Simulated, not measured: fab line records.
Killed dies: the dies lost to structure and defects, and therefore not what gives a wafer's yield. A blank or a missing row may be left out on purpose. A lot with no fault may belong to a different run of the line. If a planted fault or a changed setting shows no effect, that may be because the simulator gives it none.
A lot that was struck, set against a sound lot -- flow sky130 -- 18 out of 708 route steps
Sound: the wafers L677.2, L677.4, L677.6. Struck: wafers L689.2, L689.3, L689.6. At the end, the cause is stated.
At each step with rows: each side's tool, then ch and its chambers, then its first start. Under that, the readings that differ: sound wafers -- struck wafers -- difference of the means -- sigmas: that difference in standard deviations of wafers without a fault.
alike: readings with means less than 2 such deviations apart, plus words and numbers identical on both sides. not compared: withheld readings, readings lacking a value on some wafer, bounds such as >300 that could conceal the same value, and numbers that have no deviation in the record and whose values overlap.
A row with sigmas, a row that says differs or no value, or rows on one side alone: a step with any of these is where the two part. Numbers that don't overlap but have no deviation are shown without sigmas and don't part them. Lack of a reading on every wafer of one side parts them only where that side has two or more wafers.

first, 2 steps without rows for these wafers: SKY_CONTACT_PEB_12; SKY_CONTACT_DEVELOP_13 (develop time 62 s).
SKY_CONTACT_CD_MEAS_14: target cd 170 nm.
  struck on cd sem-01, day 35 21:57; sound on cd sem-01, day 32 23:31
  alike: cd nm
SKY_CONTACT_OVL_MEAS_15:
  struck on overlay-02, day 35 22:04; sound on overlay-01, day 32 23:37
  alike: CONTACT_OVL
then, 1 step without rows for these wafers: SKY_CONTACT_ETCH_16 (etches BARC in N2/H2, stops on SiO2, time 45.9 s, target depth 60 nm).
SKY_CONTACT_ETCH_17: etches SiO2 in C4F8/O2/Ar, stops on Si3N4, target depth 340 nm.
  sound on rie diel-01 ch 0,2,3, day 32 23:41; struck on rie diel-02 ch 0,3, day 35 22:08
  alike: oes product au, rf fwd power W
SKY_CONTACT_ETCH_18: etches Si3N4 in CHF3/O2, stops on TiN, time 39 s, target depth 75 nm.
  sound: rie diel-01 ch 0,2,3; struck: rie diel-02 ch 0,3
reading,sound,struck,difference,sigmas
rf fwd power W (W),589.1 589.5 587.8,594.3 595.7 595.3,+6.3,+2
  alike: drypump motor current A, oes product au, throttle valve pct
  not compared: rf hours counter h
SKY_CONTACT_STRIP_19: strips in O2/N2.
  sound on plasma asher-03 ch 0,1, day 32 23:47; struck on plasma asher-04 ch 0,1, day 35 22:13
  alike: drypump motor current A, oes product au, strip time to endpoint s
  not compared: rf hours counter h
then, 3 steps without rows for these wafers: SKY_CONTACT_STRIP_20 (strips in post etch residue remover, time 1200 s); SKY_CONTACT_CLEAN_21 (cleans in IPA, time 180 s); SKY_CONTACT_CLEAN_22 (cleans in O3/DIW).
SKY_CONTACT_SPUTTER_23: material TiN, target thk 20 nm, time 80 s.
  struck on pvd sputter-03, day 35 23:23; sound on pvd sputter-03, day 33 00:22
  alike: cathode dc power W, throttle valve pct
SKY_CONTACT_CVD_24: deposits W, target thk 340 nm, time 102.12 s.
  sound on cvd w-02 ch 1, day 33 00:26; struck on cvd w-02 ch 0,1, day 35 23:27
reading,sound,struck,difference,sigmas
model.W_of_CONTACT_CVD_24.thk nm (nm),339.8 337 339.1,276.3 271.9 272.4,-65.1,
  alike: heater power w
SKY_CONTACT_RS_MEAS_25: uses a four-point probe to measure.
  struck on film metro-03, day 35 23:35; sound on film metro-01, day 33 00:34
reading,sound,struck,difference,sigmas
CONTACT_W_RS (ohm/sq),0.338 0.341 0.338,0.416 0.423 0.422,+0.081,+21
SKY_CONTACT_THK_MEAS_26: measures by xrf.
  struck on film metro-03, day 35 23:41; sound on film metro-01, day 33 00:40
reading,sound,struck,difference,sigmas
CONTACT_W_THK (nm),345 341 344,278 273 272,-69,-17
SKY_CONTACT_CMP_27: polishes, stops on SiO2, t overpolish 15 s, target thk 0 nm.
  sound on cmp-01 ch 0,1,3, day 33 00:49; struck on cmp-02 ch 1,3, day 35 23:47
reading,sound,struck,difference,sigmas
retaining ring pressure frac,1.009 1.008 1.000,0.992 0.995 1.002,-0.009,-2
time to endpoint s (s),87 80 85,68 68 67,-16,-5
  alike: motor current A, slurry filter dp kPa
SKY_METAL1_SPUTTER_00: material Ti, target thk 15 nm, time 10 s.
  struck on pvd sputter-02, day 36 00:02; sound on pvd sputter-02, day 33 01:01
  alike: cathode dc power W, throttle valve pct
-- the record jumps here: 13 days lie between the struck wafers' starts before and after (it left off in module METAL1 and takes up again in module PAD_OPEN, whose first step shown is number 708 of the route) --
SKY_PAD_OPEN_PROBE_99:
  record: rows for the struck wafers here (prober-01, day 49 04:56), none for the sound ones

WHERE THEY PART
Last at SKY_PAD_OPEN_PROBE_99 as far as this record goes, first at SKY_CONTACT_ETCH_18.

WHY: what the simulator had put in
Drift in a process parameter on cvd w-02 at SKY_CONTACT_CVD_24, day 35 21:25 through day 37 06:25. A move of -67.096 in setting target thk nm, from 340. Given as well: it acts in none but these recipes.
